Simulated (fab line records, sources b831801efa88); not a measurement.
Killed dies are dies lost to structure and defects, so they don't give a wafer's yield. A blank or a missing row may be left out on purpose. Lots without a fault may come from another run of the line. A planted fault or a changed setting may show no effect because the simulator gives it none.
fab line records | flow sky130
record lots=5 wafers=23
route steps=708 shown VT_ADJUST_PCH@145 SONOS_TUNNEL@160 SONOS_ONO@172 GATE_OXIDE@188 RES_PROTECT@208 POLY_GATE@213
start_h: hours from the record's first day to the start of the lot's first wafer shown | wait_h: hours since the lot's step before | " the same as in the row above | L1.1+2: a row that stands for several wafers | - no value, or no start given | * or withheld: withheld | < > ~ a bound
route shown NAME@n: a module of which the file shows steps, and the number in the route of the first | usual: mean/standard deviation of fault-free wafers | same: alike in all rows | chamber/n: place in a boat | sites: the reading at each site | _std_site: their standard deviation | _edge_site: outer sites' mean less inner sites' | radius_mm: how far each site lies from the wafer's centre | mask NAME#n: copy n | behind: the tool/chamber that last shaped the wafer | hold: why the lot was held/for how many hours/how that ended | device: the transistor (n, p or np) that didn't switch | end of line: the same wafers' tests at the end of the route | a step without rows: its recipe alone | killed: dies lost to structure and defects at the first sort, not the wafer's yield | map: a wafer's dies, x killed, . not, _ none there
set.NAME: the setting as run; set.NAME@STEP: as run at that earlier step | model.NAME: the simulator's own value behind a step, which no gauge read
lots whose settings were changed on purpose; a table a step, a row a wafer
## steps
# step SKY_VT_ADJUST_PCH_COAT_02
# recipe spin_rpm=2000 resist_thk_nm=3000
# columns lot.wafer tool chamber start_h wait_h set.spin_rpm model.coat_of_VT_ADJUST_PCH_COAT_02.thk_nm
L075.1 litho_track-01 0 216.24 0.1 2092 2938
L075.2 " 0 " " 2000 3010
L075.4 " 0 " " 2000 3004
L075.5 " 0 " " 2092 2949
L075.6 " 0 " " 2000 3015
L078.1 litho_track-01 0 243.14 0.1 2000 3004
L078.4 " 0 " " 2000 3005
L078.6 " 0 " " 2000 3008
L079.1 litho_track-02 0 250.22 0.1 1917 3083
L079.3 " 0 " " 2000 3016
L079.4 " 0 " " 1917 3067
L079.5 " 0 " " 1917 3079
L079.6 " 0 " " 2000 3004
L084.1 litho_track-02 0 302.72 0.1 2140 2908
L084.3 " 0 " " 2000 2996
L084.4 " 0 " " 2140 2906
L084.5 " 0 " " 2140 2911
L084.6 " 0 " " 2000 3012
L085.1 litho_track-01 0 318.84 0.1 2073 2943
L085.2 " 0 " " 2000 2997
L085.3 " 0 " " 2000 3004
L085.4 " 0 " " 2073 2940
L085.6 " 0 " " 2000 3000
# step SKY_VT_ADJUST_PCH_SOFTBAKE_03
# recipe temp_c=110 time_s=withheld
# step SKY_VT_ADJUST_PCH_EXPOSE_04
# recipe mask_id=NWM na=0.6 source_shape=conventional sigma_outer=0.6 polarization=unpolarized target_cd_nm=840 dose_mj=255
# step SKY_VT_ADJUST_PCH_IMPLANT_08
# recipe species=B energy_kev=10 dose_cm2=5e+11 tilt_deg=withheld
# step SKY_VT_ADJUST_PCH_STRIP_09
# recipe chemistry=O2/N2 power_w=1400 pressure_mtorr=1500 platen_temp_c=withheld o2_flow_sccm=3000 n2_flow_sccm=300 overash_fraction=0.5
# usual strip_time_to_endpoint_s=36.98/0.077
# columns lot.wafer tool chamber start_h wait_h set.spin_rpm@VT_ADJUST_PCH_COAT_02 strip_time_to_endpoint_s
L075.1 plasma_asher-02 0 227.61 0.1 2092 36.22
L075.2 " 1 " " 2000 37.04
L075.4 " 0 " " 2000 36.95
L075.5 " 0 " " 2092 36.36
L075.6 " 1 " " 2000 37.09
L078.1 plasma_asher-02 1 254.88 0.1 2000 36.95
L078.4 " 1 " " 2000 36.98
L078.6 " 0 " " 2000 37.01
L079.1 plasma_asher-04 1 262.51 0.1 1917 37.88
L079.3 " 1 " " 2000 37.10
L079.4 " 0 " " 1917 37.65
L079.5 " 0 " " 1917 37.82
L079.6 " 1 " " 2000 36.95
L084.1 plasma_asher-02 1 316.51 0.1 2140 35.87
L084.3 " 0 " " 2000 36.85
L084.4 " 1 " " 2140 35.84
L084.5 " 0 " " 2140 35.89
L084.6 " 1 " " 2000 37.06
L085.1 plasma_asher-02 0 332.41 0.1 2073 36.29
L085.2 " 1 " " 2000 36.87
L085.3 " 0 " " 2000 36.96
L085.4 " 1 " " 2073 36.23
L085.6 " 0 " " 2000 36.91
# step SKY_SONOS_TUNNEL_DEVELOP_06
# recipe resist=NOVOLAK developer=TMAH develop_time_s=60 dev_temp_c=23
# columns lot.wafer tool chamber start_h wait_h set.develop_time_s
L075.1+2+4+5+6 litho_track-04 0 250.89 0.1 60
L078.1+4+6 litho_track-03 0 278.43 0.1 60
L079.1+3+4+5+6 litho_track-01 0 286.59 0.1 60
L084.1+5 litho_track-04 0 343.29 0.1 60
L084.3+4+6 " 0 " " 62.66
L085.1+3+6 litho_track-03 0 359.33 0.1 60
L085.2+4 " 0 " " 52.89
# step SKY_SONOS_TUNNEL_CD_MEAS_07
# recipe target_cd_nm=410
# usual cd_nm=409.8/2.5
# columns lot.wafer tool chamber start_h wait_h set.develop_time_s@SONOS_TUNNEL_DEVELOP_06 cd_nm
L075.1 cd_sem-01 - 251.04 0.1 60 408.6
L075.2 " - " " 60 406.2
L075.4 " - " " 60 406.5
L075.5 " - " " 60 405.6
L075.6 " - " " 60 408.7
L078.1 cd_sem-02 - 278.58 0.1 60 410.8
L078.4 " - " " 60 407.2
L078.6 " - " " 60 406.6
L079.1 cd_sem-01 - 286.74 0.1 60 408.9
L079.3 " - " " 60 410.3
L079.4 " - " " 60 407.4
L079.5 " - " " 60 407.7
L079.6 " - " " 60 410.2
L084.1 cd_sem-01 - 343.44 0.1 60 407.2
L084.3 " - " " 62.66 410.9
L084.4 " - " " 62.66 412.0
L084.5 " - " " 60 410.1
L084.6 " - " " 62.66 412.2
L085.1 cd_sem-02 - 359.48 0.1 60 411.2
L085.2 " - " " 52.89 398.5
L085.3 " - " " 60 412.8
L085.4 " - " " 52.89 399.4
L085.6 " - " " 60 410.6
# step SKY_SONOS_ONO_CVD_04
# recipe material=SiO2 precursor=SiH4/N2O target_thk_nm=5.7199 temp_c=900 pressure_mtorr=400
# columns lot.wafer tool chamber start_h wait_h set.time_s model.SiO2_of_SONOS_ONO_CVD_04.thk_nm
L075.1 - - - 0.1 808.9 5.16
L075.2 " - " " 808.9 5.153
L075.4 " - " " 808.9 5.127
L075.5 " - " " 808.9 5.075
L075.6 " - " " 808.9 5.164
L078.1 lpcvd-03 1 281.75 0.1 900 5.62
L078.4 " 1 " " 900 5.681
L078.6 " 1 " " 900 5.668
L079.1 - - - 0.1 992.1 6.18
L079.3 " - " " 992.1 6.348
L079.4 " - " " 992.1 6.17
L079.5 " - " " 992.1 6.248
L079.6 " - " " 992.1 6.281
L084.1 - - - 0.5 900 5.565
L084.3 " - " " 900 5.525
L084.4 " - " " 900 5.548
L084.5 " - " " 900 5.549
L084.6 " - " " 900 5.553
L085.1 - - - 0.1 900 5.791
L085.2 " - " " 900 5.804
L085.3 " - " " 900 5.81
L085.4 " - " " 900 5.843
L085.6 " - " " 900 5.875
# step SKY_SONOS_ONO_THK_MEAS_05
# recipe reads=SiO2_of_SONOS_ONO_CVD_04
# usual SONOS_ONO_CVD_04_THK=5.65/0.1
# columns lot.wafer tool chamber start_h wait_h set.time_s@SONOS_ONO_CVD_04 SONOS_ONO_CVD_04_THK[nm]
L075.1 film_metro-04 - - - 808.9 5.18
L075.2 " - " " 808.9 5.17
L075.4 " - " " 808.9 5.17
L075.5 " - " " 808.9 5.05
L075.6 " - " " 808.9 5.12
L078.1 film_metro-02 - 283.00 0.0 900 5.63
L078.4 " - " " 900 5.64
L078.6 " - " " 900 5.65
L079.1 film_metro-02 - - - 992.1 6.21
L079.3 " - " " 992.1 6.38
L079.4 " - " " 992.1 6.16
L079.5 " - " " 992.1 6.23
L079.6 " - " " 992.1 6.30
L084.1 film_metro-04 - - - 900 5.61
L084.3 " - " " 900 5.57
L084.4 " - " " 900 5.57
L084.5 " - " " 900 5.56
L084.6 " - " " 900 5.54
L085.1 film_metro-03 - - - 900 5.81
L085.2 " - " " 900 5.78
L085.3 " - " " 900 5.79
L085.4 " - " " 900 5.81
L085.6 " - " " 900 5.91
# step SKY_SONOS_ONO_DEVELOP_12
# recipe develop_time_s=60 dev_temp_c=23
# columns lot.wafer tool chamber start_h wait_h set.develop_time_s
L075.1+6 litho_track-04 0 283.64 0.1 60
L075.2+4+5 " 0 " " 56.14
L078.1+4+6 litho_track-01 0 308.54 0.1 60
L079.1+3+5 litho_track-01 0 320.64 0.1 60
L079.4+6 " 0 " " 57.11
L084.1+5+6 litho_track-04 0 377.14 0.1 60
L084.3+4 " 0 " " 68.11
L085.1+2+6 litho_track-02 0 392.97 0.1 63.07
L085.3+4 " 0 " " 60
# step SKY_SONOS_ONO_CD_MEAS_13
# recipe target_cd_nm=410
# usual cd_nm=410.2/1.6
# columns lot.wafer tool chamber start_h wait_h set.develop_time_s@SONOS_ONO_DEVELOP_12 cd_nm
L075.1 cd_sem-02 - 283.79 0.1 60 408.7
L075.2 " - " " 56.14 413.8
L075.4 " - " " 56.14 415.3
L075.5 " - " " 56.14 416.2
L075.6 " - " " 60 409.2
L078.1 cd_sem-02 - 308.69 0.1 60 412.0
L078.4 " - " " 60 411.7
L078.6 " - " " 60 412.1
L079.1 cd_sem-02 - 320.79 0.1 60 408.9
L079.3 " - " " 60 410.5
L079.4 " - " " 57.11 413.3
L079.5 " - " " 60 410.1
L079.6 " - " " 57.11 415.5
L084.1 cd_sem-02 - 377.29 0.1 60 409.9
L084.3 " - " " 68.11 398.3
L084.4 " - " " 68.11 398.8
L084.5 " - " " 60 410.6
L084.6 " - " " 60 408.7
L085.1 cd_sem-01 - 393.12 0.1 63.07 408.6
L085.2 " - " " 63.07 406.6
L085.3 " - " " 60 411.1
L085.4 " - " " 60 411.0
L085.6 " - " " 63.07 406.8
# step SKY_SONOS_ONO_ETCH_15
# recipe target_depth_nm=19.52 chemistry=CHF3/O2 source_w=600 bias_w=200 pressure_mtorr=40 chf3_flow_sccm=50 O2_flow_sccm=5 time_s=7.8
# columns lot.wafer tool chamber start_h wait_h set.develop_time_s@SONOS_ONO_DEVELOP_12 model.SONOS_ONO.cd_nm
L075.1 rie_diel-02 3 283.95 0.0 60 409
L075.2 " 2 " " 56.14 414
L075.4 " 1 " " 56.14 414.9
L075.5 " 3 " " 56.14 417
L075.6 " 2 " " 60 409.3
L078.1 rie_diel-01 0 308.85 0.0 60 411.3
L078.4 " 3 " " 60 411.7
L078.6 " 2 " " 60 412
L079.1 rie_diel-01 1 320.95 0.0 60 409.1
L079.3 " 3 " " 60 410.5
L079.4 " 2 " " 57.11 413.4
L079.5 " 1 " " 60 410.3
L079.6 " 0 " " 57.11 415.6
L084.1 rie_diel-01 1 377.45 0.0 60 410.3
L084.3 " 0 " " 68.11 397.8
L084.4 " 2 " " 68.11 399.1
L084.5 " 0 " " 60 410.2
L084.6 " 1 " " 60 409.1
L085.1 rie_diel-04 0 393.28 0.0 63.07 409
L085.2 " 3 " " 63.07 406.4
L085.3 " 1 " " 60 410.9
L085.4 " 2 " " 60 411
L085.6 " 1 " " 63.07 406.7
# step SKY_SONOS_ONO_WET_ETCH_16
# recipe chemistry=dHF target_depth_nm=14 dry=n2_spin target=SiO2 dilution=100:1 temp_c=25 time_s=280
# step SKY_SONOS_ONO_STRIP_17
# recipe chemistry=O2/N2 power_w=1400 pressure_mtorr=1500 platen_temp_c=withheld o2_flow_sccm=3000 n2_flow_sccm=300 overash_fraction=0.5
# step SKY_SONOS_ONO_WET_ETCH_18
# recipe chemistry=H3PO4 target_depth_nm=15 target=Si3N4 temp_c=160 time_s=172
# columns lot.wafer tool chamber start_h wait_h set.time_s@SONOS_ONO_CVD_04 model.SiO2_of_SONOS_ONO_CVD_04.thk_nm
L075.1 wet_bench-04 1 284.15 0.1 808.9 5.002
L075.2 " 1 " " 808.9 4.996
L075.4 " 1 " " 808.9 4.97
L075.5 " 1 " " 808.9 4.918
L075.6 " 1 " " 808.9 5.008
L078.1 wet_bench-02 3 309.07 0.1 900 5.463
L078.4 " 3 " " 900 5.524
L078.6 " 3 " " 900 5.511
L079.1 wet_bench-04 0 321.16 0.1 992.1 6.024
L079.3 " 0 " " 992.1 6.192
L079.4 " 0 " " 992.1 6.014
L079.5 " 0 " " 992.1 6.092
L079.6 " 0 " " 992.1 6.125
L084.1 wet_bench-03 0 377.65 0.1 900 5.405
L084.3 " 0 " " 900 5.364
L084.4 " 0 " " 900 5.387
L084.5 " 0 " " 900 5.388
L084.6 " 0 " " 900 5.392
L085.1 wet_bench-02 0 393.49 0.1 900 5.636
L085.2 " 0 " " 900 5.649
L085.3 " 0 " " 900 5.654
L085.4 " 0 " " 900 5.687
L085.6 " 0 " " 900 5.718
# step SKY_GATE_OXIDE_OXIDATION_01
# recipe temp_c=900 ambient=O2 stabilise_s=600 purge_s=300 target_thk_a=102.68 ox_time_s=1473
# columns lot.wafer tool chamber start_h wait_h set.temp_c model.SiO2_of_GATE_OXIDE_OXIDATION_01.thk_nm
L075.1 - - - 0.0 909.6 11.37
L075.2 " - " " 909.6 11.56
L075.4 " - " " 909.6 11.53
L075.5 " - " " 909.6 11.57
L075.6 " - " " 909.6 11.6
L078.1 furnace-01 0 309.17 0.0 900 10.13
L078.4 " 0 " " 900 10.33
L078.6 " 0 " " 900 10.29
L079.1 - - - 0.0 915 12.62
L079.3 " - " " 915 12.76
L079.4 " - " " 915 12.54
L079.5 " - " " 915 12.6
L079.6 " - " " 915 12.41
L084.1 - - - 2.5 900 10.28
L084.3 " - " " 900 10.45
L084.4 " - " " 900 10.34
L084.5 " - " " 900 10.36
L084.6 " - " " 900 10.26
L085.1 - - - 0.4 926.8 13.56
L085.2 " - " " 926.8 13.7
L085.3 " - " " 926.8 13.63
L085.4 " - " " 926.8 13.71
L085.6 " - " " 926.8 13.76
# step SKY_GATE_OXIDE_THK_MEAS_02
# recipe reads=SiO2_of_GATE_OXIDE_OXIDATION_01
# usual GATE_OXIDE_OXIDATION_00_THK=10.41/0.18
# columns lot.wafer tool chamber start_h wait_h set.temp_c@GATE_OXIDE_OXIDATION_01 GATE_OXIDE_OXIDATION_00_THK[nm]
L075.1 film_metro-04 - - - 909.6 11.42
L075.2 " - " " 909.6 11.58
L075.4 " - " " 909.6 11.49
L075.5 " - " " 909.6 11.59
L075.6 " - " " 909.6 11.66
L078.1 film_metro-03 - 310.58 0.0 900 10.15
L078.4 " - " " 900 10.38
L078.6 " - " " 900 10.30
L079.1 film_metro-01 - - - 915 12.58
L079.3 " - " " 915 12.72
L079.4 " - " " 915 12.50
L079.5 " - " " 915 12.59
L079.6 " - " " 915 12.44
L084.1 film_metro-03 - - - 900 10.27
L084.3 " - " " 900 10.45
L084.4 " - " " 900 10.36
L084.5 " - " " 900 10.36
L084.6 " - " " 900 10.26
L085.1 film_metro-04 - - - 926.8 13.55
L085.2 " - " " 926.8 13.70
L085.3 " - " " 926.8 13.64
L085.4 " - " " 926.8 13.75
L085.6 " - " " 926.8 13.82
# step SKY_GATE_OXIDE_CLEAN_15
# recipe chemistry=SC1/SC2 mix=1:4:20 temp_c=70 time_s=150 dry=n2_spin
# columns lot.wafer tool chamber start_h wait_h set.time_s set.time_s@SONOS_ONO_CVD_04 model.SiO2_of_SONOS_ONO_CVD_04.thk_nm
L075.1 - - - 0.1 150 808.9 3.633
L075.2 " - " " 150 808.9 3.629
L075.4 " - " " 150 808.9 3.605
L075.5 " - " " 150 808.9 3.549
L075.6 " - " " 150 808.9 3.64
L078.1 wet_bench-03 3 337.85 0.1 150 900 4.116
L078.4 " 3 " " 150 900 4.174
L078.6 " 3 " " 150 900 4.161
L079.1 - - - 0.1 165.6 992.1 4.685
L079.3 " - " " 165.6 992.1 4.859
L079.4 " - " " 165.6 992.1 4.675
L079.5 " - " " 165.6 992.1 4.752
L079.6 " - " " 165.6 992.1 4.776
L084.1 - - - 0.1 170.6 900 4.053
L084.3 " - " " 170.6 900 4.013
L084.4 " - " " 170.6 900 4.033
L084.5 " - " " 170.6 900 4.036
L084.6 " - " " 170.6 900 4.043
L085.1 - - - 0.1 161.8 900 4.269
L085.2 " - " " 161.8 900 4.281
L085.3 " - " " 161.8 900 4.289
L085.4 " - " " 161.8 900 4.322
L085.6 " - " " 161.8 900 4.35
# step SKY_GATE_OXIDE_OXIDATION_16
# recipe temp_c=800 ambient=O2 idle_temp_c=700 ramp_up_c_per_min=10 ramp_down_c_per_min=3 stabilise_s=600 purge_s=300 target_thk_a=35.7 ox_time_s=1915
# columns lot.wafer tool chamber start_h wait_h set.temp_c@GATE_OXIDE_OXIDATION_01 model.SiO2_of_GATE_OXIDE_OXIDATION_01.thk_nm
L075.1 furnace-01 0 - - 909.6 12.64
L075.2 " 0 " " 909.6 12.78
L075.4 " 0 " " 909.6 12.79
L075.5 " 0 " " 909.6 12.82
L075.6 " 0 " " 909.6 12.87
L078.1 furnace-02 0 337.90 0.0 900 11.56
L078.4 " 0 " " 900 11.77
L078.6 " 0 " " 900 11.7
L079.1+5 furnace-01 0 - - 915 13.87
L079.3 " 0 " " 915 14.03
L079.4 " 0 " " 915 13.81
L079.6 " 0 " " 915 13.69
L084.1 furnace-01 0 - - 900 11.63
L084.3 " 0 " " 900 11.81
L084.4 " 0 " " 900 11.7
L084.5 " 0 " " 900 11.73
L084.6 " 0 " " 900 11.65
L085.1 furnace-02 0 - - 926.8 14.68
L085.2 " 0 " " 926.8 14.82
L085.3 " 0 " " 926.8 14.72
L085.4 " 0 " " 926.8 14.81
L085.6 " 0 " " 926.8 14.85
# step SKY_RES_PROTECT_COAT_02
# recipe resist=NOVOLAK spin_rpm=3000 resist_thk_nm=1140
# columns lot.wafer tool chamber start_h wait_h set.resist_thk_nm model.NOVOLAK_of_RES_PROTECT_COAT_02.thk_nm
L075.1 litho_track-02 0 327.52 0.1 1096 1092
L075.2 " 0 " " 1096 1090
L075.4 " 0 " " 1096 1095
L075.5 " 0 " " 1140 1142
L075.6 " 0 " " 1140 1134
L078.1+6 litho_track-01 0 354.09 0.1 1140 1142
L078.4 " 0 " " 1140 1143
L079.1 litho_track-01 0 369.19 0.1 1140 1143
L079.3 " 0 " " 1140 1147
L079.4+5 " 0 " " 1140 1146
L079.6 " 0 " " 1140 1148
L084.1+6 litho_track-02 0 431.27 0.1 1140 1142
L084.3 " 0 " " 1168 1169
L084.4 " 0 " " 1140 1138
L084.5 " 0 " " 1168 1171
L085.1 litho_track-01 0 442.49 0.1 1140 1137
L085.2 " 0 " " 1140 1143
L085.3 " 0 " " 1140 1145
L085.4+6 " 0 " " 1140 1141
# step SKY_RES_PROTECT_SOFTBAKE_03
# recipe temp_c=90 time_s=60 resist=NOVOLAK
# step SKY_RES_PROTECT_EXPOSE_04
# recipe mask_id=RPM na=0.6 source_shape=conventional sigma_outer=0.6 polarization=unpolarized target_cd_nm=1270 dose_mj=131
# step SKY_RES_PROTECT_DEVELOP_06
# recipe resist=NOVOLAK developer=TMAH develop_time_s=60 dev_temp_c=23
# step SKY_POLY_GATE_IMPLANT_02
# recipe species=P energy_kev=30 dose_cm2=7.534e+15 tilt_deg=0
# step SKY_RES_PROTECT_STRIP_07
# recipe chemistry=O2/N2 power_w=1400 pressure_mtorr=1500 platen_temp_c=withheld o2_flow_sccm=3000 n2_flow_sccm=300 overash_fraction=0.5
# usual strip_time_to_endpoint_s=23.20/0.044
# columns lot.wafer tool chamber start_h wait_h set.resist_thk_nm@RES_PROTECT_COAT_02 strip_time_to_endpoint_s
L075.1 plasma_asher-04 1 341.43 0.1 1096 22.62
L075.2 " 0 " " 1096 22.63
L075.4 " 1 " " 1096 22.67
L075.5 " 1 " " 1140 23.22
L075.6 " 0 " " 1140 23.11
L078.1 plasma_asher-02 0 367.67 0.1 1140 23.22
L078.4 " 0 " " 1140 23.26
L078.6 " 0 " " 1140 23.24
L079.1 plasma_asher-02 0 383.59 0.1 1140 23.24
L079.3 " 0 " " 1140 23.26
L079.4 " 1 " " 1140 23.26
L079.5 " 1 " " 1140 23.24
L079.6 " 0 " " 1140 23.28
L084.1 plasma_asher-04 0 446.28 0.1 1140 23.23
L084.3 " 0 " " 1168 23.46
L084.4 " 1 " " 1140 23.17
L084.5 " 0 " " 1168 23.50
L084.6 " 1 " " 1140 23.22
L085.1 plasma_asher-04 0 457.72 0.1 1140 23.22
L085.2 " 1 " " 1140 23.26
L085.3 " 1 " " 1140 23.29
L085.4 " 0 " " 1140 23.22
L085.6 " 0 " " 1140 23.25
# step SKY_POLY_GATE_COAT_07
# recipe resist=BARC temp_c=withheld time_s=withheld spin_rpm=3000 resist_thk_nm=110
# columns lot.wafer tool chamber start_h wait_h set.spin_rpm model.BARC_of_POLY_GATE_COAT_07.thk_nm
L075.1 litho_track-01 0 355.64 0.1 3128 107.6
L075.2 " 0 " " 3000 109.5
L075.4 " 0 " " 3000 109.6
L075.5 " 0 " " 3128 107.5
L075.6 " 0 " " 3128 107.7
L078.1 litho_track-01 0 383.74 0.1 3000 110.2
L078.4 " 0 " " 3000 110.1
L078.6 " 0 " " 3000 110.3
L079.1 litho_track-04 0 403.09 0.1 3000 109.7
L079.3 " 0 " " 3000 110.1
L079.4 " 0 " " 3000 109.9
L079.5 " 0 " " 3000 110.5
L079.6 " 0 " " 3000 110.3
L084.1 litho_track-04 0 464.09 0.1 2849 112.8
L084.3 " 0 " " 3000 109.9
L084.4 " 0 " " 2849 113.2
L084.5 " 0 " " 2849 113
L084.6 " 0 " " 3000 110.1
L085.1 litho_track-04 0 474.59 0.1 3138 107.1
L085.2 " 0 " " 3000 109.5
L085.3 " 0 " " 3000 109.6
L085.4 " 0 " " 3000 109.8
L085.6 " 0 " " 3138 106.7
## key
split step=SKY_VT_ADJUST_PCH_COAT_02 setting=spin_rpm stated=2000 by=wafer
response step=SKY_VT_ADJUST_PCH_COAT_02 reading=model.coat_of_VT_ADJUST_PCH_COAT_02.thk_nm change=-14.5 per=1% r=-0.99
response step=SKY_VT_ADJUST_PCH_STRIP_09 reading=strip_time_to_endpoint_s change=* per=1% r=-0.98
split step=SKY_SONOS_TUNNEL_DEVELOP_06 setting=develop_time_s stated=60 by=wafer
response step=SKY_SONOS_TUNNEL_CD_MEAS_07 reading=cd_nm change=+1.02 per=1% r=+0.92
split step=SKY_SONOS_ONO_CVD_04 setting=time_s stated=900 by=lot
response step=SKY_SONOS_ONO_CVD_04 reading=model.SiO2_of_SONOS_ONO_CVD_04.thk_nm change=+0.0545 per=1% r=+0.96
response step=SKY_SONOS_ONO_THK_MEAS_05 reading=SONOS_ONO_CVD_04_THK change=+0.055 per=1% r=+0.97
response step=SKY_SONOS_ONO_WET_ETCH_18 reading=model.SiO2_of_SONOS_ONO_CVD_04.thk_nm change=+0.0546 per=1% r=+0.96
response step=SKY_GATE_OXIDE_CLEAN_15 reading=model.SiO2_of_SONOS_ONO_CVD_04.thk_nm change=+0.0559 per=1% r=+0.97
split step=SKY_SONOS_ONO_DEVELOP_12 setting=develop_time_s stated=60 by=wafer
response step=SKY_SONOS_ONO_CD_MEAS_13 reading=cd_nm change=-0.849 per=1% r=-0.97
response step=SKY_SONOS_ONO_ETCH_15 reading=model.SONOS_ONO.cd_nm change=-0.856 per=1% r=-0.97
split step=SKY_GATE_OXIDE_OXIDATION_01 setting=temp_c stated=900 by=lot
response step=SKY_GATE_OXIDE_OXIDATION_01 reading=model.SiO2_of_GATE_OXIDE_OXIDATION_01.thk_nm change=+1.16 per=1% r=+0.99
response step=SKY_GATE_OXIDE_THK_MEAS_02 reading=GATE_OXIDE_OXIDATION_00_THK change=+1.16 per=1% r=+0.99
response step=SKY_GATE_OXIDE_OXIDATION_16 reading=model.SiO2_of_GATE_OXIDE_OXIDATION_01.thk_nm change=+1.07 per=1% r=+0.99
split step=SKY_GATE_OXIDE_CLEAN_15 setting=time_s stated=150 by=lot
response none clear
split step=SKY_RES_PROTECT_COAT_02 setting=resist_thk_nm stated=1140 by=wafer
response step=SKY_RES_PROTECT_COAT_02 reading=model.NOVOLAK_of_RES_PROTECT_COAT_02.thk_nm change=+11.8 per=1% r=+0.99
response step=SKY_RES_PROTECT_STRIP_07 reading=strip_time_to_endpoint_s change=* per=1% r=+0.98
split step=SKY_POLY_GATE_COAT_07 setting=spin_rpm stated=3000 by=wafer
response step=SKY_POLY_GATE_COAT_07 reading=model.BARC_of_POLY_GATE_COAT_07.thk_nm change=-0.556 per=1% r=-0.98
